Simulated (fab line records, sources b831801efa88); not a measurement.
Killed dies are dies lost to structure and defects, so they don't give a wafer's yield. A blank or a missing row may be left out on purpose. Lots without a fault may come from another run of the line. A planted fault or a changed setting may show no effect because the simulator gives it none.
Problem report in the 8D (eight disciplines) form, filled by code | flow sky130 | the parts of the form that need people (team, actions taken, sign-off) are left out

1. THE PROBLEM
strip_time_to_endpoint_s at SKY_CAPM_STRIP_14 reads a mean of 11.22 s on 3 wafers of 2 lots; wafers without a fault read 12.65 s with a standard deviation of 0.042. That is -34 standard deviations from the usual mean.
The step: strips in O2/N2.
First seen on wafer L980.5, day 42 09:18, on plasma_asher-04. The record holds 32 wafers of 11 lots with a number at this step. Rule for "out", or "out of limits": more than 4 standard deviations from the usual mean. The other wafers with a number count as sound.

2. WHAT IT IS AND WHAT IT IS NOT
question                    | is                       | is not
which readings at this step | strip_time_to_endpoint_s | drypump_motor_current_A
which lots                  | L980, L984               | L963, L965, L967, L968, L969, L970, L971, L973, L985
which wafers of those lots  | L980.5, L984.1, L984.5   | L980.6, L984.6
read on which tools         | plasma_asher-04          | plasma_asher-01, plasma_asher-03
when                        | from day 42 09:18        | up to then (25 sound wafers); but 4 sound wafers of L984, L985 came after

3. SUSPECTS, AND WHAT RULES EACH OUT
Counting: a tool at a process step up to the reading stays a suspect if it ran every lot that is out. Sound lots after the first of them don't rule it out here, since some wafers of a struck lot are sound.
- litho_track-01 at SKY_CAPM_COAT_07 (resist thk 1140 nm): kept. It ran every lot that is out, first L980 (day 41 21:47); its last sound lot up to then is L973 (day 40 11:29).
- plasma_asher-04 at SKY_CAPM_STRIP_14 (strips in O2/N2): kept. It ran every lot that is out, first L980 (day 42 09:18); its last sound lot up to then is L969 (day 39 19:56). Its own readings are out on those wafers: strip_time_to_endpoint_s.
Left after counting: litho_track-01 at SKY_CAPM_COAT_07, plasma_asher-04 at SKY_CAPM_STRIP_14.

4. THE CAUSE (what the simulator had put in)
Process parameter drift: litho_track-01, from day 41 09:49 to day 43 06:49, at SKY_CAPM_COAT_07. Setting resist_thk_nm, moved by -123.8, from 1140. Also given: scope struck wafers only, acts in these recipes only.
Counting left 2 suspects, and this tool is among them.

5. THE CHAIN OF EFFECTS, in route order
Each row: a reading whose mean over the struck wafers that have a number lies more than 3 standard deviations from the usual. Only readings for which the record gives a usual standard deviation are gone through. hours: the time from each lot's start at the first step in this table that gives one to its start at this step, as a median over the lots. sigmas: the change in usual standard deviations.
hours | step              | reading                  | usual      | on struck wafers | change | sigmas
0     | SKY_CAPM_STRIP_14 | oes_product_au           | 0.711 a.u. | 0.689            | -0.022 | -4.6
0     | SKY_CAPM_STRIP_14 | strip_time_to_endpoint_s | 12.65 s    | 11.22            | -1.43  | -34
The process steps in it:
- SKY_CAPM_STRIP_14: strips in O2/N2.
Later measuring or inspecting steps at which every struck wafer that the step has a row for has a number for every such reading, and none has moved that far: SKY_METAL3_OVL_MEAS_14.

6. WHAT WOULD HAVE CAUGHT IT SOONER
In this record the first reading out of limits was taken at day 42 09:18, 23 hours after the fault began at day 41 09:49.
Of the tool readings at SKY_CAPM_COAT_07 for which the record gives a usual standard deviation, none was out on any struck wafer, so an alarm limit of 4 standard deviations on them would not have fired.
Of the lots that are out (2), L984 began SKY_CAPM_COAT_07 on litho_track-01 after day 42 09:18. A hold on the tool at that time would have spared it.
